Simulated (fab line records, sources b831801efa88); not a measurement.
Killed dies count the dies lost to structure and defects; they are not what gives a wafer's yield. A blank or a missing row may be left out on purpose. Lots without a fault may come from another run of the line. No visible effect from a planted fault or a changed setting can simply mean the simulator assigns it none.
Comparing a struck lot with a sound one / flow sky130 / 14 steps out of a route of 708
Sound: these wafers, L701.2, L701.4, L701.5. Wafers struck: L718.2, L718.3, L718.6. The cause comes at the end.
At each step with rows: each side's tool, then ch and its chambers, then its first start. Under that, the readings that differ: sound wafers / struck wafers / difference of the means / sigmas: that difference in standard deviations of wafers without a fault.
alike: readings whose means differ by less than 2 such deviations, and words and numbers that are the same on both sides. not compared: withheld readings, readings that some wafer has no value for, bounds like >300 that may hide the same value, and numbers for which the record gives no deviation and whose values overlap.
Wherever a step has rows on one side only, a row that says differs or no value, or a row with sigmas, the two part there. Numbers that have no deviation but don't overlap get no sigmas and don't part them. A reading that every wafer of one side lacks parts them only if that side has two wafers or more.

first, 6 steps without rows for these wafers: SKY_RES_XHIGH_COAT_02 (resist thk 1140 nm); SKY_RES_XHIGH_SOFTBAKE_03 (time 60 s); SKY_RES_XHIGH_EXPOSE_04 (exposes mask URPM, target cd 1270 nm); SKY_RES_XHIGH_PEB_05; SKY_RES_XHIGH_DEVELOP_06 (develop time 60 s); SKY_RES_XHIGH_IMPLANT_07.
SKY_RES_XHIGH_STRIP_08: strips in O2/N2.
  sound on plasmaAsher-02 ch 0,1, day 27 09:56; struck on plasmaAsher-01 ch 0,1, day 32 23:50
  alike: chamberPressureMTorr, drypumpMotorCurrentA, oesProductAu, stripTimeToEndpointS
  not compared: rfHoursCounterH
SKY_RES_XHIGH_TW_MEAS_09:
  sound on filmMetro-04 at day 27 10:03; struck on filmMetro-02 at day 32 23:57
reading=RES_XHIGH_TW; sound=1663 1658 1665; struck=1613 1614 1616; difference=-48; sigmas=-3
then, 4 steps without rows for these wafers: SKY_SD_N_DEHYDRATE_00 (time 60 s); SKY_SD_N_HMDS_01 (prime time 60 s); SKY_SD_N_COAT_02 (resist thk 1140 nm); SKY_SD_N_SOFTBAKE_03 (time 60 s).
SKY_SD_N_EXPOSE_04: exposes mask NSDM, target cd 380 nm.
  struck on ilineStepper-01, day 33 14:44; sound on ilineStepper-01 ch 0, day 27 22:48
  no value came back on the struck wafers for exposureDoseMJCm2, focusOffsetNm (nm), reticleTempC (C), sigmaOuter; on the sound wafers exposureDoseMJCm2 reads 140.93 141.27 141.08
  alike: mask
after that, 1 step had no rows for these wafers: SKY_SD_N_PEB_05.

== WHERE THEY PART ==
Earliest at SKY_RES_XHIGH_TW_MEAS_09; latest, in this record, at SKY_SD_N_EXPOSE_04.

WHY: what the simulator had put in
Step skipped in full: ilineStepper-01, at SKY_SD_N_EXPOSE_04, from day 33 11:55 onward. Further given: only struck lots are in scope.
